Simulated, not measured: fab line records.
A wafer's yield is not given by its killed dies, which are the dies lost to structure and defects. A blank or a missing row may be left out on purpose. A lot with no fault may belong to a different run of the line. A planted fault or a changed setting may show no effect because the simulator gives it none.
Comparing a struck lot with a sound one / flow sky130 / 35 steps out of a route of 708
Sound: these wafers, L501.3, L501.4, L501.5. Wafers struck: L521.3, L521.5, L521.6. Last of all comes the cause.
Per side, at each step with rows, come the tool, then ch with its chambers, and then its first start. Under that, the readings that differ: sound wafers / struck wafers / difference of the means / sigmas: that difference in standard deviations of wafers without a fault.
alike: a reading whose means differ by less than 2 such deviations, as well as words and numbers matching on both sides. not compared: withheld readings; readings where some wafer has no value; bounds like >300 that might hide an equal value; numbers whose values overlap and for which the record gives no deviation.
Wherever a step has rows on one side only, a row that says differs or no value, or a row with sigmas, the two part there. Non-overlapping numbers with no deviation appear without sigmas and do not part them. A reading missing from all wafers of one side parts the sides only when that side holds two or more wafers.

SKY_SD_P_CD_MEAS_07: target cd 380 nm.
  sound: cdSem-01 at day 26 17:52; struck: cdSem-01 at day 33 02:49
  alike: cdNm
SKY_SD_P_OVL_MEAS_08:
  sound: overlay-02 at day 26 17:58; struck: overlay-01 at day 33 02:55
  alike: SD_P_OVL
after that, 1 step had no rows for these wafers: SKY_SD_P_IMPLANT_09.
SKY_SD_P_STRIP_10: strips in O2/N2.
  sound on plasmaAsher-03 ch 0,1, day 26 18:10; struck on plasmaAsher-03 ch 0,1, day 33 03:07
  alike: drypumpMotorCurrentA, o2FlowSccm, oesProductAu, stripTimeToEndpointS
  not compared: rfHoursCounterH
SKY_SD_P_TW_MEAS_11:
  sound: filmMetro-02 at day 26 18:16; struck: filmMetro-01 at day 33 03:13
  alike: SD_P_TW
then, 7 steps without rows for these wafers: SKY_RES_XHIGH_DEHYDRATE_00 (time 60 s); SKY_RES_XHIGH_HMDS_01 (prime time 60 s); SKY_RES_XHIGH_COAT_02 (resist thk 1140 nm); SKY_RES_XHIGH_SOFTBAKE_03 (time 60 s); SKY_RES_XHIGH_EXPOSE_04 (exposes mask URPM, target cd 1270 nm); SKY_RES_XHIGH_PEB_05; SKY_RES_XHIGH_DEVELOP_06 (develop time 60 s).
SKY_RES_XHIGH_IMPLANT_07:
  sound on implanter-04 ch 0, day 27 22:38; struck on implanter-01 ch 0, day 34 05:53
reading=doseIonsCm2; sound=3.607e+14 3.607e+14 3.605e+14; struck=3.458e+14 3.467e+14 3.464e+14; difference=-1.433e+13; sigmas=-32
SKY_RES_XHIGH_STRIP_08: strips in O2/N2.
  sound on plasmaAsher-04 ch 0,1, day 27 22:46; struck on plasmaAsher-01 ch 0,1, day 34 06:01
reading=stripTimeToEndpointS (s); sound=14.33 14.28 14.30; struck=14.22 14.18 14.20; difference=-0.10; sigmas=-3
  alike: drypumpMotorCurrentA, o2FlowSccm, oesProductAu
  not compared: rfHoursCounterH
SKY_RES_XHIGH_TW_MEAS_09:
  sound: filmMetro-02 at day 27 22:51; struck: filmMetro-03 at day 34 06:06
reading=RES_XHIGH_TW; sound=1660 1657 1656; struck=1631 1628 1627; difference=-29; sigmas=-4
then, 7 steps without rows for these wafers: SKY_SD_N_DEHYDRATE_00 (time 60 s); SKY_SD_N_HMDS_01 (prime time 60 s); SKY_SD_N_COAT_02 (resist thk 1140 nm); SKY_SD_N_SOFTBAKE_03 (time 60 s); SKY_SD_N_EXPOSE_04 (exposes mask NSDM, target cd 380 nm); SKY_SD_N_PEB_05; SKY_SD_N_DEVELOP_06 (develop time 57.3 s).
SKY_SD_N_CD_MEAS_07: target cd 380 nm.
  sound: cdSem-01 at day 29 02:42; struck: cdSem-01 at day 35 08:51
reading=cdNm (nm); sound=375 378 378; struck=382 383 386; difference=+7; sigmas=+2
SKY_SD_N_OVL_MEAS_08:
  sound: overlay-02 at day 29 02:47; struck: overlay-01 at day 35 08:56
  alike: SD_N_OVL
then, 2 steps without rows for these wafers: SKY_SD_N_IMPLANT_09; SKY_SD_N_IMPLANT_10.
SKY_SD_N_STRIP_11: strips in O2/N2.
  sound on plasmaAsher-02 ch 0,1, day 29 03:09; struck on plasmaAsher-04 ch 0,1, day 35 10:30
  alike: drypumpMotorCurrentA, o2FlowSccm, oesProductAu, stripTimeToEndpointS
  not compared: rfHoursCounterH
SKY_SD_N_TW_MEAS_12:
  sound: filmMetro-02 at day 29 03:14; struck: filmMetro-02 at day 35 10:35
  alike: SD_N_TW
then, 1 step without rows for these wafers: SKY_SD_N_CLEAN_13 (cleans in SC1/SC2, time 150 s).
SKY_SD_N_RTA_14: time 2 s.
  sound on rtpAnneal-02 ch 0, day 29 03:20; struck on rtpAnneal-01 ch 0, day 35 10:42
  alike: lampPowerPct, wafer_temp_C_max
SKY_SD_N_RS_MEAS_16: the measuring method here is four-point-probe.
  sound: filmMetro-01 at day 29 03:32; struck: filmMetro-03 at day 35 10:53
reading=SD_N_RS (ohm/sq); sound=68.71 68.76 68.88; struck=68.48 68.56 68.60; difference=-0.24; sigmas=-2
SKY_SD_N_RS_MEAS_17: the measuring method here is four-point-probe.
  sound: filmMetro-01 at day 29 03:40; struck: filmMetro-03 at day 35 11:01
  alike: SD_P_RS
SKY_SD_N_RS_MEAS_18: the measuring method here is four-point-probe.
  sound: filmMetro-01 at day 29 03:47; struck: filmMetro-03 at day 35 11:08
reading=RES_XHIGH_RS (ohm/sq); sound=333.0 334.7 333.6; struck=344.3 343.5 343.9; difference=+10.1; sigmas=+8
then, 1 step without rows for these wafers: SKY_SALICIDE_CLEAN_00 (cleans in HF-last, time 30 s).
-- the record jumps here: 16 days lie between the struck wafers' starts before and after (it left off in module SALICIDE and takes up again in module PAD_OPEN, whose first step shown is number 708 of the route) --
SKY_PAD_OPEN_PROBE_99:
  sound: prober-01 at day 46 17:08; struck: prober-02 at day 51 01:38
reading=model.etest.resXhighPo.lineOhmUm; sound=5689 5598 5861; struck=6207 6163 6414; difference=+545; sigmas=
reading=model.etest.resXhighPo.rsOhmSq; sound=1985 1942 2071; struck=2188 2210 2237; difference=+212; sigmas=
  alike: killed_at_M0_to_M3, killed_at_M4_up, killedAtContacts, killedAtFrontEnd, killedAtOther, killedDies, killedOpen, killedShort

WHERE THEY PART
At SKY_RES_XHIGH_IMPLANT_07 first; at SKY_SD_N_RS_MEAS_18 last (within this record only). Later steps at which nothing parts them and some readings are alike: SKY_PAD_OPEN_PROBE_99.

WHY: what had been put in by the simulator
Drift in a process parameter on implanter-01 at SKY_RES_XHIGH_IMPLANT_07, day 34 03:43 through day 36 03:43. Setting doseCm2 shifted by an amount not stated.
